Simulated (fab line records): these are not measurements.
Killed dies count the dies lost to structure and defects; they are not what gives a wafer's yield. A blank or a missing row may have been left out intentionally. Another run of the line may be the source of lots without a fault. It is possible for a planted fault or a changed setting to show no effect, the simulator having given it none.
fab line records ; flow gf180mcu
[record] lots = 24; wafers = 72; lastDay = 34
route steps=602 shown HV_LDD@198 V1@336 M2@363 V2@383 M4@462
lots with no fault: from the same line, run without faults
startH: the number of hours between the record's first day and the start of the first shown wafer of the lot ; waitH: hours from the lot's prior step to this one ; " as in the row above ; L1.1+2: a single row standing in for several wafers ; - no value, or no start given ; * or withheld: withheld ; < > ~ a bound
route shown NAME@n: NAME is a module with steps in the file, n the number in the route of the first one ; usual: mean/standard deviation taken from wafers without a fault ; same: alike in all rows ; chamber/n: place in a boat ; sites: per-site readings ; _std_site: how widely they spread, as a standard deviation ; _edge_site: the outer-site mean with the inner-site mean subtracted ; radiusMm: how far each site lies from the wafer's centre ; mask NAME#n: copy n ; behind: the last tool/chamber to shape the wafer ; hold: why the lot went on hold/how many hours it stayed there/how the hold came to an end ; device: names the non-switching transistor (n, p or np) ; end of line: at the end of the route, the tests of the same wafers ; a step without rows: its recipe alone ; killed: at the first sort, the dies lost to defects and structure; wafer yield is something else ; map: a wafer's dies, x killed, . not, _ none there
set.NAME: the run value of the setting; set.NAME@STEP: its run value at that earlier step ; model.NAME: the simulator's own value behind a step, which no gauge read
the route's steps for a sample of lots (tables are steps, rows are wafers)
services: a tool's chamber out of use, with start hour (startH, from the record's first day; less than 0 if before it), hours out, and reason
[[steps]]
[step GF_HV_LDD_STRIP_22]
[recipe] chemistry = O2/N2; powerW = 1400; pressureMtorr = 1500; platenTempC = 250; o2FlowSccm = 3000; n2FlowSccm = 300; overashFraction = 0.5
[usual] drypumpMotorCurrentA = 5.6/0.57; heaterPowerW = 336/27; o2FlowSccm = 3001/9.3; oesProductAu = 0.716/0.005; stripTimeToEndpointS = 12.65/0.031
lot.wafer;tool;chamber;startH;waitH;drypumpMotorCurrentA;heaterPowerW;o2FlowSccm;oesProductAu;rfHoursCounterH;stripTimeToEndpointS
L074.2;plasmaAsher-03;1;231.75;0.1;4.8;298;3011;0.722;12;12.63
L074.3;plasmaAsher-03;0;231.75;0.1;6.1;376;2996;0.720;-;12.63
L074.5;plasmaAsher-03;1;231.75;0.1;4.8;297;3012;0.727;-;12.65
L075.3;plasmaAsher-01;1;241.21;0.1;6.5;385;3011;0.718;-;12.66
L075.4;plasmaAsher-01;0;241.21;0.1;5.3;322;3011;0.715;-;12.67
L075.6;plasmaAsher-01;0;241.21;0.1;5.3;333;2998;0.719;-;12.69
L076.1;plasmaAsher-03;1;245.38;0.1;4.8;301;2993;0.721;13;12.62
L076.2;plasmaAsher-03;0;245.38;0.1;6.1;380;3009;0.726;13;12.65
L076.3;plasmaAsher-03;0;245.38;0.1;6.1;376;3001;0.722;-;12.66
L077.4;plasmaAsher-02;1;256.91;0.1;5.2;325;2993;0.716;-;12.61
L077.5;plasmaAsher-02;0;256.91;0.1;6.0;334;2983;0.709;-;12.62
L077.6;plasmaAsher-02;1;256.91;0.1;5.2;329;3004;0.724;-;12.61
L078.2;plasmaAsher-02;0;265.73;0.1;6.0;333;2997;0.706;58;12.60
L078.3;plasmaAsher-02;0;265.73;0.1;6.0;338;3007;0.726;-;12.60
L078.6;plasmaAsher-02;1;265.73;0.1;5.2;321;3005;0.714;-;12.63
L079.2;plasmaAsher-02;0;271.73;0.1;6.0;337;3010;0.721;58;12.63
L079.3;plasmaAsher-02;0;271.73;0.1;5.9;332;2999;0.716;-;12.65
L079.5;plasmaAsher-02;1;271.73;0.1;5.2;327;2993;0.722;-;12.66
L080.3;plasmaAsher-02;0;276.26;0.1;5.9;344;3020;0.710;-;12.65
L080.4;plasmaAsher-02;1;276.26;0.1;5.2;322;2987;0.715;-;12.65
L080.6;plasmaAsher-02;1;276.26;0.1;5.2;324;3005;0.704;-;12.58
L081.2;plasmaAsher-02;0;283.95;0.1;5.9;334;3008;0.707;60;12.64
L081.4;plasmaAsher-02;0;283.95;0.1;6.0;338;3009;0.719;-;12.62
L081.6;plasmaAsher-02;1;283.95;0.1;5.2;325;2994;0.722;-;12.63
L082.2;plasmaAsher-03;1;289.35;0.1;4.8;299;3008;0.710;18;12.67
L082.4;plasmaAsher-03;1;289.35;0.1;4.8;299;2987;0.713;-;12.62
L082.5;plasmaAsher-03;0;289.35;0.1;6.1;373;3012;0.721;-;12.64
L083.1;plasmaAsher-01;1;303.30;0.1;6.6;385;3001;0.707;67;12.68
L083.4;plasmaAsher-01;1;303.30;0.1;6.6;374;2998;0.721;-;12.65
L083.6;plasmaAsher-01;0;303.30;0.1;5.3;326;3018;0.719;-;12.69
L084.3;plasmaAsher-03;1;309.06;0.1;4.8;300;3009;0.717;-;12.68
L084.4;plasmaAsher-03;0;309.06;0.1;6.1;378;3004;0.715;-;12.65
L084.5;plasmaAsher-03;1;309.06;0.1;4.8;301;3005;0.714;-;12.60
L085.2;plasmaAsher-02;1;316.20;0.1;5.2;325;2994;0.716;63;12.65
L085.3;plasmaAsher-02;1;316.20;0.1;5.2;329;2993;0.714;-;12.67
L085.5;plasmaAsher-02;0;316.20;0.1;5.9;335;3015;0.716;-;12.71
L086.2;plasmaAsher-01;1;325.20;0.1;6.6;370;3007;0.713;69;12.64
L086.3;plasmaAsher-01;1;325.20;0.1;6.6;375;3004;0.726;-;12.61
L086.5;plasmaAsher-01;0;325.20;0.1;5.3;331;2994;0.719;-;12.61
L087.1;plasmaAsher-02;0;340.65;0.1;6.0;343;2972;0.716;66;12.64
L087.2;plasmaAsher-02;1;340.65;0.1;5.2;325;2998;0.719;66;12.64
L087.5;plasmaAsher-02;0;340.65;0.1;5.9;341;2982;0.722;-;12.64
L088.2;plasmaAsher-02;0;342.80;0.1;5.9;345;2987;0.712;66;12.64
L088.4;plasmaAsher-02;0;342.80;0.1;5.9;344;2990;0.715;-;12.66
L088.5;plasmaAsher-02;1;342.80;0.1;5.2;325;2991;0.718;-;12.63
L089.2;plasmaAsher-03;0;347.50;0.1;6.1;368;2996;0.721;25;12.65
L089.3;plasmaAsher-03;1;347.50;0.1;4.8;298;3000;0.718;-;12.66
L089.5;plasmaAsher-03;1;347.50;0.1;4.8;299;2995;0.709;-;12.65
L090.1;plasmaAsher-03;1;362.68;0.1;4.8;295;3004;0.712;26;12.65
L090.2;plasmaAsher-03;0;362.68;0.1;6.1;368;2994;0.723;26;12.68
L090.5;plasmaAsher-03;0;362.68;0.1;6.2;369;3003;0.714;-;12.66
L091.2;plasmaAsher-02;0;368.73;0.1;6.0;338;2992;0.720;69;12.63
L091.3;plasmaAsher-02;1;368.73;0.1;5.2;321;2997;0.712;-;12.59
L091.6;plasmaAsher-02;1;368.73;0.1;5.2;319;2991;0.720;-;12.63
L092.1;plasmaAsher-02;0;374.35;0.1;6.0;342;2989;0.718;69;12.69
L092.4;plasmaAsher-02;1;374.35;0.1;5.2;328;2993;0.719;-;12.68
L092.5;plasmaAsher-02;1;374.35;0.1;5.2;324;3001;0.714;-;12.65
L093.3;plasmaAsher-03;1;382.18;0.1;4.8;297;2993;0.722;-;12.60
L093.4;plasmaAsher-03;0;382.18;0.1;6.1;365;2998;0.719;-;12.60
L093.6;plasmaAsher-03;1;382.18;0.1;4.8;288;3005;0.720;-;12.60
L094.1;plasmaAsher-01;1;388.10;0.1;6.6;375;3023;0.709;76;12.69
L094.4;plasmaAsher-01;0;388.10;0.1;5.3;329;3000;0.722;-;12.72
L094.6;plasmaAsher-01;0;388.10;0.1;5.3;327;3003;0.721;-;12.68
L095.2;plasmaAsher-02;1;397.23;0.1;5.2;325;3003;0.713;71;12.67
L095.3;plasmaAsher-02;0;397.23;0.1;6.0;335;2997;0.713;-;12.69
L095.6;plasmaAsher-02;0;397.23;0.1;5.9;333;2996;0.713;-;12.67
L096.2;plasmaAsher-03;0;402.25;0.1;6.1;369;2999;0.714;31;12.65
L096.5;plasmaAsher-03;0;402.25;0.1;6.1;369;3000;0.716;-;12.65
L096.6;plasmaAsher-03;1;402.25;0.1;4.8;301;3013;0.711;-;12.63
L097.4;plasmaAsher-02;1;409.78;0.1;5.2;319;3014;0.717;-;12.64
L097.5;plasmaAsher-02;0;409.78;0.1;6.0;341;3002;0.702;-;12.69
L097.6;plasmaAsher-02;1;409.78;0.1;5.2;329;3008;0.721;-;12.64
[step GF_HV_LDD_OVL_MEAS_32]
[usual] HV_LDD_02_OVL = -0.5/1.1
lot.wafer;tool;chamber;startH;waitH;HV_LDD_02_OVL[nm]
L074.2;overlay-01;-;250.67;0.1;-1.3
L074.3;overlay-01;-;250.67;0.1;-1.4
L074.5;overlay-01;-;250.67;0.1;-1.0
L075.3;overlay-01;-;259.88;0.1;-1.3
L075.4;overlay-01;-;259.88;0.1;0.3
L075.6;overlay-01;-;259.88;0.1;-1.6
L076.1;overlay-02;-;264.22;0.1;-0.6
L076.2;overlay-02;-;264.22;0.1;-1.2
L076.3;overlay-02;-;264.22;0.1;-0.6
L077.4;overlay-02;-;276.68;0.1;-1.5
L077.5;overlay-02;-;276.68;0.1;-0.2
L077.6;overlay-02;-;276.68;0.1;-1.7
L078.2;overlay-01;-;285.32;0.1;0.4
L078.3;overlay-01;-;285.32;0.1;-0.1
L078.6;overlay-01;-;285.32;0.1;0.9
L079.2;overlay-01;-;291.48;0.1;-0.2
L079.3;overlay-01;-;291.48;0.1;-0.4
L079.5;overlay-01;-;291.48;0.1;1.2
L080.3;overlay-01;-;296.28;0.1;-1.3
L080.4;overlay-01;-;296.28;0.1;-1.7
L080.6;overlay-01;-;296.28;0.1;-0.5
L081.2;overlay-02;-;303.72;0.1;-0.9
L081.4;overlay-02;-;303.72;0.1;-0.4
L081.6;overlay-02;-;303.72;0.1;-0.4
L082.2;overlay-01;-;309.45;0.1;0.6
L082.4;overlay-01;-;309.45;0.1;-0.3
L082.5;overlay-01;-;309.45;0.1;1.1
L083.1;overlay-02;-;324.72;0.1;0.3
L083.4;overlay-02;-;324.72;0.1;0.7
L083.6;overlay-02;-;324.72;0.1;0.0
L084.3;overlay-01;-;329.48;0.1;-0.2
L084.4;overlay-01;-;329.48;0.1;0.3
L084.5;overlay-01;-;329.48;0.1;-0.9
L085.2;overlay-01;-;337.42;0.1;-2.0
L085.3;overlay-01;-;337.42;0.1;-0.9
L085.5;overlay-01;-;337.42;0.1;0.0
L086.2;overlay-01;-;347.20;0.1;-0.2
L086.3;overlay-01;-;347.20;0.1;-1.0
L086.5;overlay-01;-;347.20;0.1;-0.6
L087.1;overlay-01;-;362.97;0.1;0.1
L087.2;overlay-01;-;362.97;0.1;-0.9
L087.5;overlay-01;-;362.97;0.1;-2.2
L088.2;overlay-02;-;364.52;0.1;-0.8
L088.4;overlay-02;-;364.52;0.1;-2.1
L088.5;overlay-02;-;364.52;0.1;0.3
L089.2;overlay-01;-;369.07;0.1;0.6
L089.3;overlay-01;-;369.07;0.1;-0.2
L089.5;overlay-01;-;369.07;0.1;1.4
L090.1;overlay-02;-;385.36;0.1;-1.8
L090.2;overlay-02;-;385.36;0.1;-0.6
L090.5;overlay-02;-;385.36;0.1;0.6
L091.2;overlay-01;-;391.37;0.1;-1.1
L091.3;overlay-01;-;391.37;0.1;-0.6
L091.6;overlay-01;-;391.37;0.1;-1.9
L092.1;overlay-01;-;397.91;0.1;1.0
L092.4;overlay-01;-;397.91;0.1;-0.1
L092.5;overlay-01;-;397.91;0.1;1.9
L093.3;overlay-02;-;404.62;0.1;-1.0
L093.4;overlay-02;-;404.62;0.1;-1.9
L093.6;overlay-02;-;404.62;0.1;-2.1
L094.1;overlay-01;-;410.64;0.1;0.2
L094.4;overlay-01;-;410.64;0.1;1.7
L094.6;overlay-01;-;410.64;0.1;-0.4
L095.2;overlay-01;-;421.02;0.1;-0.8
L095.3;overlay-01;-;421.02;0.1;-1.1
L095.6;overlay-01;-;421.02;0.1;0.4
L096.2;overlay-01;-;426.02;0.1;0.3
L096.5;overlay-01;-;426.02;0.1;-0.7
L096.6;overlay-01;-;426.02;0.1;-0.5
L097.4;overlay-01;-;433.74;0.1;-2.9
L097.5;overlay-01;-;433.74;0.1;-1.2
L097.6;overlay-01;-;433.74;0.1;1.7
[step GF_V1_THK_MEAS_01]
[recipe] reads = SiO2_of_V1_CVD_00
[usual] V1_CVD_00_THK = 599/6.2
lot.wafer;tool;chamber;startH;waitH;V1_CVD_00_THK[nm]
L074.2;filmMetro-01;-;383.87;0.0;589
L074.3;filmMetro-01;-;383.87;0.0;598
L074.5;filmMetro-01;-;383.87;0.0;596
L075.3;filmMetro-02;-;396.12;0.1;604
L075.4;filmMetro-02;-;396.12;0.1;599
L075.6;filmMetro-02;-;396.12;0.1;588
L076.1;filmMetro-02;-;401.59;0.0;599
L076.2;filmMetro-02;-;401.59;0.0;591
L076.3;filmMetro-02;-;401.59;0.0;600
L077.4;filmMetro-01;-;414.59;0.0;605
L077.5;filmMetro-01;-;414.59;0.0;598
L077.6;filmMetro-01;-;414.59;0.0;603
L078.2;filmMetro-01;-;424.38;0.0;599
L078.3;filmMetro-01;-;424.38;0.0;600
L078.6;filmMetro-01;-;424.38;0.0;592
L079.2;filmMetro-02;-;432.35;0.0;607
L079.3;filmMetro-02;-;432.35;0.0;608
L079.5;filmMetro-02;-;432.35;0.0;607
L080.3;filmMetro-04;-;437.33;0.1;603
L080.4;filmMetro-04;-;437.33;0.1;600
L080.6;filmMetro-04;-;437.33;0.1;605
L081.2;filmMetro-02;-;448.40;0.0;604
L081.4;filmMetro-02;-;448.40;0.0;605
L081.6;filmMetro-02;-;448.40;0.0;601
L082.2;filmMetro-02;-;453.27;0.0;600
L082.4;filmMetro-02;-;453.27;0.0;597
L082.5;filmMetro-02;-;453.27;0.0;606
L083.1;filmMetro-04;-;469.53;0.0;597
L083.4;filmMetro-04;-;469.53;0.0;592
L083.6;filmMetro-04;-;469.53;0.0;593
L084.3;filmMetro-02;-;476.41;0.1;596
L084.4;filmMetro-02;-;476.41;0.1;600
L084.5;filmMetro-02;-;476.41;0.1;593
L085.2;filmMetro-01;-;484.43;0.0;601
L085.3;filmMetro-01;-;484.43;0.0;601
L085.5;filmMetro-01;-;484.43;0.0;592
L086.2;filmMetro-04;-;496.12;0.0;600
L086.3;filmMetro-04;-;496.12;0.0;607
L086.5;filmMetro-04;-;496.12;0.0;604
L087.1;filmMetro-01;-;511.99;0.0;596
L087.2;filmMetro-01;-;511.99;0.0;597
L087.5;filmMetro-01;-;511.99;0.0;592
L088.2;filmMetro-02;-;514.43;0.0;595
L088.4;filmMetro-02;-;514.43;0.0;600
L088.5;filmMetro-02;-;514.43;0.0;599
L089.2;filmMetro-04;-;518.97;0.0;597
L089.3;filmMetro-04;-;518.97;0.0;600
L089.5;filmMetro-04;-;518.97;0.0;591
L090.1;filmMetro-04;-;534.59;0.0;608
L090.2;filmMetro-04;-;534.59;0.0;604
L090.5;filmMetro-04;-;534.59;0.0;609
L091.2;filmMetro-01;-;540.21;0.0;595
L091.3;filmMetro-01;-;540.21;0.0;598
L091.6;filmMetro-01;-;540.21;0.0;597
L092.1;filmMetro-02;-;545.90;0.0;601
L092.4;filmMetro-02;-;545.90;0.0;598
L092.5;filmMetro-02;-;545.90;0.0;612
L093.3;filmMetro-01;-;554.58;0.1;602
L093.4;filmMetro-01;-;554.58;0.1;602
L093.6;filmMetro-01;-;554.58;0.1;597
L094.1;filmMetro-02;-;560.19;0.0;605
L094.4;filmMetro-02;-;560.19;0.0;598
L094.6;filmMetro-02;-;560.19;0.0;606
L095.2;filmMetro-02;-;570.17;0.0;600
L095.3;filmMetro-02;-;570.17;0.0;598
L095.6;filmMetro-02;-;570.17;0.0;601
L096.2;filmMetro-02;-;574.07;0.0;597
L096.5;filmMetro-02;-;574.07;0.0;601
L096.6;filmMetro-02;-;574.07;0.0;606
L097.4;filmMetro-04;-;582.04;0.0;598
L097.5;filmMetro-04;-;582.04;0.0;595
L097.6;filmMetro-04;-;582.04;0.0;603
[step GF_M2_SPUTTER_01]
[recipe] material = TiN; targetThkNm = 30; powerW = 6500; timeS = 25; chamberPressurePa = 0.4
[usual] throttleValvePct = 30.1/1
lot.wafer;tool;chamber;startH;waitH;throttleValvePct
L074.2;pvdSputter-02;-;408.59;0.1;31.4
L074.3;pvdSputter-02;-;408.59;0.1;30.2
L074.5;pvdSputter-02;-;408.59;0.1;28.8
L075.3;pvdSputter-02;-;420.98;0.1;28.8
L075.4;pvdSputter-02;-;420.98;0.1;31.5
L075.6;pvdSputter-02;-;420.98;0.1;28.6
L076.1;pvdSputter-04;-;426.63;0.1;30.8
L076.2;pvdSputter-04;-;426.63;0.1;29.0
L076.3;pvdSputter-04;-;426.63;0.1;30.1
L077.4;pvdSputter-02;-;440.88;0.1;29.7
L077.5;pvdSputter-02;-;440.88;0.1;30.1
L077.6;pvdSputter-02;-;440.88;0.1;31.3
L078.2;pvdSputter-03;-;450.40;0.1;31.5
L078.3;pvdSputter-03;-;450.40;0.1;30.2
L078.6;pvdSputter-03;-;450.40;0.1;28.6
L079.2;pvdSputter-02;-;458.24;0.1;29.9
L079.3;pvdSputter-02;-;458.24;0.1;31.7
L079.5;pvdSputter-02;-;458.24;0.1;30.3
L080.3;pvdSputter-02;-;463.05;0.1;31.3
L080.4;pvdSputter-02;-;463.05;0.1;29.0
L080.6;pvdSputter-02;-;463.05;0.1;29.6
L081.2;pvdSputter-04;-;473.98;0.1;31.0
L081.4;pvdSputter-04;-;473.98;0.1;30.0
L081.6;pvdSputter-04;-;473.98;0.1;29.0
L082.2;pvdSputter-04;-;479.21;0.1;31.2
L082.4;pvdSputter-04;-;479.21;0.1;31.1
L082.5;pvdSputter-04;-;479.21;0.1;28.8
L083.1;pvdSputter-04;-;495.76;0.1;31.2
L083.4;pvdSputter-04;-;495.76;0.1;30.4
L083.6;pvdSputter-04;-;495.76;0.1;29.9
L084.3;pvdSputter-02;-;503.34;0.1;28.8
L084.4;pvdSputter-02;-;503.34;0.1;31.4
L084.5;pvdSputter-02;-;503.34;0.1;31.6
L085.2;pvdSputter-04;-;510.29;0.1;31.1
L085.3;pvdSputter-04;-;510.29;0.1;30.8
L085.5;pvdSputter-04;-;510.29;0.1;28.7
L086.2;pvdSputter-03;-;521.83;0.1;31.0
L086.3;pvdSputter-03;-;521.83;0.1;31.6
L086.5;pvdSputter-03;-;521.83;0.1;31.1
L087.1;pvdSputter-02;-;537.25;0.1;31.7
L087.2;pvdSputter-02;-;537.25;0.1;28.5
L087.5;pvdSputter-02;-;537.25;0.1;28.7
L088.2;pvdSputter-03;-;539.88;0.1;28.3
L088.4;pvdSputter-03;-;539.88;0.1;31.7
L088.5;pvdSputter-03;-;539.88;0.1;30.8
L089.2;pvdSputter-04;-;543.90;0.1;29.0
L089.3;pvdSputter-04;-;543.90;0.1;31.1
L089.5;pvdSputter-04;-;543.90;0.1;28.8
L090.1;pvdSputter-03;-;559.75;0.1;28.4
L090.2;pvdSputter-03;-;559.75;0.1;30.9
L090.5;pvdSputter-03;-;559.75;0.1;28.3
L091.2;pvdSputter-04;-;564.70;0.1;29.8
L091.3;pvdSputter-04;-;564.70;0.1;28.6
L091.6;pvdSputter-04;-;564.70;0.1;28.6
L092.1;pvdSputter-04;-;570.58;0.1;31.1
L092.4;pvdSputter-04;-;570.58;0.1;29.1
L092.5;pvdSputter-04;-;570.58;0.1;30.8
L093.3;pvdSputter-04;-;577.99;0.1;28.9
L093.4;pvdSputter-04;-;577.99;0.1;31.2
L093.6;pvdSputter-04;-;577.99;0.1;28.9
L094.1;pvdSputter-02;-;583.87;0.1;31.5
L094.4;pvdSputter-02;-;583.87;0.1;29.4
L094.6;pvdSputter-02;-;583.87;0.1;28.7
L095.2;pvdSputter-04;-;593.39;0.1;29.0
L095.3;pvdSputter-04;-;593.39;0.1;31.4
L095.6;pvdSputter-04;-;593.39;0.1;28.8
L096.2;pvdSputter-02;-;597.62;0.1;29.0
L096.5;pvdSputter-02;-;597.62;0.1;28.8
L096.6;pvdSputter-02;-;597.62;0.1;29.5
L097.4;pvdSputter-02;-;605.79;0.1;29.5
L097.5;pvdSputter-02;-;605.79;0.1;29.7
L097.6;pvdSputter-02;-;605.79;0.1;30.0
[step GF_V2_THK_MEAS_01]
[recipe] reads = SiO2_of_V2_CVD_00
[usual] V2_CVD_00_THK = 599/7.2
lot.wafer;tool;chamber;startH;waitH;V2_CVD_00_THK[nm]
L074.2;filmMetro-03;-;433.82;0.0;602
L074.3;filmMetro-03;-;433.82;0.0;605
L074.5;filmMetro-03;-;433.82;0.0;600
L075.3;filmMetro-03;-;445.83;0.1;610
L075.4;filmMetro-03;-;445.83;0.1;600
L075.6;filmMetro-03;-;445.83;0.1;602
L076.1;filmMetro-04;-;451.66;0.0;606
L076.2;filmMetro-04;-;451.66;0.0;606
L076.3;filmMetro-04;-;451.66;0.0;600
L077.4;filmMetro-04;-;465.52;0.0;600
L077.5;filmMetro-04;-;465.52;0.0;608
L077.6;filmMetro-04;-;465.52;0.0;609
L078.2;filmMetro-01;-;475.95;0.1;588
L078.3;filmMetro-01;-;475.95;0.1;598
L078.6;filmMetro-01;-;475.95;0.1;592
L079.2;filmMetro-04;-;483.17;0.0;596
L079.3;filmMetro-04;-;483.17;0.0;593
L079.5;filmMetro-04;-;483.17;0.0;598
L080.3;filmMetro-01;-;488.48;0.1;608
L080.4;filmMetro-01;-;488.48;0.1;603
L080.6;filmMetro-01;-;488.48;0.1;601
L081.2;filmMetro-04;-;499.40;0.0;588
L081.4;filmMetro-04;-;499.40;0.0;591
L081.6;filmMetro-04;-;499.40;0.0;592
L082.2;filmMetro-01;-;503.62;0.0;608
L082.4;filmMetro-01;-;503.62;0.0;601
L082.5;filmMetro-01;-;503.62;0.0;594
L083.1;filmMetro-01;-;520.66;0.0;590
L083.4;filmMetro-01;-;520.66;0.0;593
L083.6;filmMetro-01;-;520.66;0.0;587
L084.3;filmMetro-01;-;527.38;0.1;597
L084.4;filmMetro-01;-;527.38;0.1;594
L084.5;filmMetro-01;-;527.38;0.1;603
L085.2;filmMetro-04;-;534.18;0.0;595
L085.3;filmMetro-04;-;534.18;0.0;603
L085.5;filmMetro-04;-;534.18;0.0;599
L086.2;filmMetro-01;-;545.84;0.0;596
L086.3;filmMetro-01;-;545.84;0.0;605
L086.5;filmMetro-01;-;545.84;0.0;597
L087.1;filmMetro-01;-;560.85;0.0;611
L087.2;filmMetro-01;-;560.85;0.0;601
L087.5;filmMetro-01;-;560.85;0.0;603
L088.2;filmMetro-01;-;563.42;0.0;606
L088.4;filmMetro-01;-;563.42;0.0;607
L088.5;filmMetro-01;-;563.42;0.0;600
L089.2;filmMetro-04;-;567.18;0.0;609
L089.3;filmMetro-04;-;567.18;0.0;613
L089.5;filmMetro-04;-;567.18;0.0;607
L090.1;filmMetro-01;-;581.37;0.0;600
L090.2;filmMetro-01;-;581.37;0.0;587
L090.5;filmMetro-01;-;581.37;0.0;600
L091.2;filmMetro-04;-;586.77;0.0;601
L091.3;filmMetro-04;-;586.77;0.0;585
L091.6;filmMetro-04;-;586.77;0.0;590
L092.1;filmMetro-01;-;593.62;0.0;597
L092.4;filmMetro-01;-;593.62;0.0;584
L092.5;filmMetro-01;-;593.62;0.0;588
L093.3;filmMetro-04;-;600.79;0.1;607
L093.4;filmMetro-04;-;600.79;0.1;606
L093.6;filmMetro-04;-;600.79;0.1;604
L094.1;filmMetro-04;-;607.70;0.0;608
L094.4;filmMetro-04;-;607.70;0.0;599
L094.6;filmMetro-04;-;607.70;0.0;597
L095.2;filmMetro-01;-;615.08;0.0;604
L095.3;filmMetro-01;-;615.08;0.0;588
L095.6;filmMetro-01;-;615.08;0.0;593
L096.2;filmMetro-01;-;619.43;0.0;595
L096.5;filmMetro-01;-;619.43;0.0;589
L096.6;filmMetro-01;-;619.43;0.0;602
L097.4;filmMetro-04;-;627.28;0.0;603
L097.5;filmMetro-04;-;627.28;0.0;606
L097.6;filmMetro-04;-;627.28;0.0;596
[step GF_M4_THK_MEAS_06]
[recipe] thkMeasGauge = xrf; reads = AlCu_of_M4_SPUTTER_02
[usual] M4_ALCU_THK = 448/5.7
lot.wafer;tool;chamber;startH;waitH;M4_ALCU_THK[nm]
L074.2;filmMetro-02;-;512.00;0.1;451
L074.3;filmMetro-02;-;512.00;0.1;458
L074.5;filmMetro-02;-;512.00;0.1;450
L075.3;filmMetro-04;-;523.25;0.1;444
L075.4;filmMetro-04;-;523.25;0.1;444
L075.6;filmMetro-04;-;523.25;0.1;441
L076.1;filmMetro-02;-;529.00;0.1;451
L076.2;filmMetro-02;-;529.00;0.1;454
L076.3;filmMetro-02;-;529.00;0.1;458
L077.4;filmMetro-02;-;541.65;0.1;461
L077.5;filmMetro-02;-;541.65;0.1;461
L077.6;filmMetro-02;-;541.65;0.1;454
L078.2;filmMetro-02;-;550.13;0.1;457
L078.3;filmMetro-02;-;550.13;0.1;454
L078.6;filmMetro-02;-;550.13;0.1;453
L079.2;filmMetro-04;-;558.26;0.1;452
L079.3;filmMetro-04;-;558.26;0.1;446
L079.5;filmMetro-04;-;558.26;0.1;449
L080.3;filmMetro-04;-;564.10;0.1;441
L080.4;filmMetro-04;-;564.10;0.1;453
L080.6;filmMetro-04;-;564.10;0.1;450
L081.2;filmMetro-02;-;571.68;0.1;450
L081.4;filmMetro-02;-;571.68;0.1;454
L081.6;filmMetro-02;-;571.68;0.1;449
L082.2;filmMetro-04;-;576.64;0.1;445
L082.4;filmMetro-04;-;576.64;0.1;445
L082.5;filmMetro-04;-;576.64;0.1;447
L083.1;filmMetro-04;-;593.12;0.1;450
L083.4;filmMetro-04;-;593.12;0.1;449
L083.6;filmMetro-04;-;593.12;0.1;457
L084.3;filmMetro-04;-;598.74;0.1;451
L084.4;filmMetro-04;-;598.74;0.1;458
L084.5;filmMetro-04;-;598.74;0.1;453
L085.2;filmMetro-04;-;604.47;0.1;447
L085.3;filmMetro-04;-;604.47;0.1;446
L085.5;filmMetro-04;-;604.47;0.1;444
L086.2;filmMetro-04;-;615.95;0.1;449
L086.3;filmMetro-04;-;615.95;0.1;443
L086.5;filmMetro-04;-;615.95;0.1;450
L087.1;filmMetro-04;-;629.16;0.1;446
L087.2;filmMetro-04;-;629.16;0.1;443
L087.5;filmMetro-04;-;629.16;0.1;447
L088.2;filmMetro-04;-;631.31;0.1;442
L088.4;filmMetro-04;-;631.31;0.1;444
L088.5;filmMetro-04;-;631.31;0.1;442
L089.2;filmMetro-02;-;636.21;0.1;441
L089.3;filmMetro-02;-;636.21;0.1;444
L089.5;filmMetro-02;-;636.21;0.1;447
L090.1;filmMetro-02;-;647.93;0.1;452
L090.2;filmMetro-02;-;647.93;0.1;452
L090.5;filmMetro-02;-;647.93;0.1;453
L091.2;filmMetro-04;-;654.23;0.1;442
L091.3;filmMetro-04;-;654.23;0.1;440
L091.6;filmMetro-04;-;654.23;0.1;441
L092.1;filmMetro-04;-;660.70;0.1;450
L092.4;filmMetro-04;-;660.70;0.1;452
L092.5;filmMetro-04;-;660.70;0.1;448
L093.3;filmMetro-04;-;666.56;0.1;439
L093.4;filmMetro-04;-;666.56;0.1;438
L093.6;filmMetro-04;-;666.56;0.1;437
L094.1;filmMetro-04;-;672.19;0.1;445
L094.4;filmMetro-04;-;672.19;0.1;442
L094.6;filmMetro-04;-;672.19;0.1;447
L095.2;filmMetro-02;-;679.30;0.1;454
L095.3;filmMetro-02;-;679.30;0.1;447
L095.6;filmMetro-02;-;679.30;0.1;451
L096.2;filmMetro-04;-;684.41;0.1;452
L096.5;filmMetro-04;-;684.41;0.1;454
L096.6;filmMetro-04;-;684.41;0.1;452
L097.4;filmMetro-04;-;690.86;0.1;439
L097.5;filmMetro-04;-;690.86;0.1;440
L097.6;filmMetro-04;-;690.86;0.1;432
[[services]]
tool;chamber;startH;hours;kind
pvdSputter-04;-;265.57;2.2;repair
plasmaAsher-01;-;274.00;14.6;pm
pvdSputter-02;-;287.31;1.5;repair
pvdSputter-02;1;302.35;-;consumableReplace:kit
pvdSputter-02;1;302.35;18.0;scheduledDown
pvdSputter-02;1;302.35;18.0;ventCycle
plasmaAsher-02;-;326.38;0.4;repair
pvdSputter-04;-;332.81;7.7;repair
pvdSputter-04;-;370.28;3.8;repair
plasmaAsher-02;-;374.90;7.9;repair
pvdSputter-03;-;397.81;1.4;repair
pvdSputter-03;-;420.59;18.3;repair
plasmaAsher-01;-;421.25;9.0;pm
pvdSputter-03;-;428.16;3.1;repair
pvdSputter-03;-;458.45;15.5;repair
pvdSputter-04;-;468.90;2.7;repair
pvdSputter-03;-;481.06;3.0;repair
plasmaAsher-01;-;506.92;3.2;repair
plasmaAsher-02;-;530.93;2.8;pm
pvdSputter-02;-;533.96;1.3;repair
plasmaAsher-02;-;538.89;14.6;pm
plasmaAsher-02;-;557.39;8.0;repair
plasmaAsher-01;-;587.64;2.8;pm
plasmaAsher-03;-;601.21;1.2;repair
[[key]]
fault none
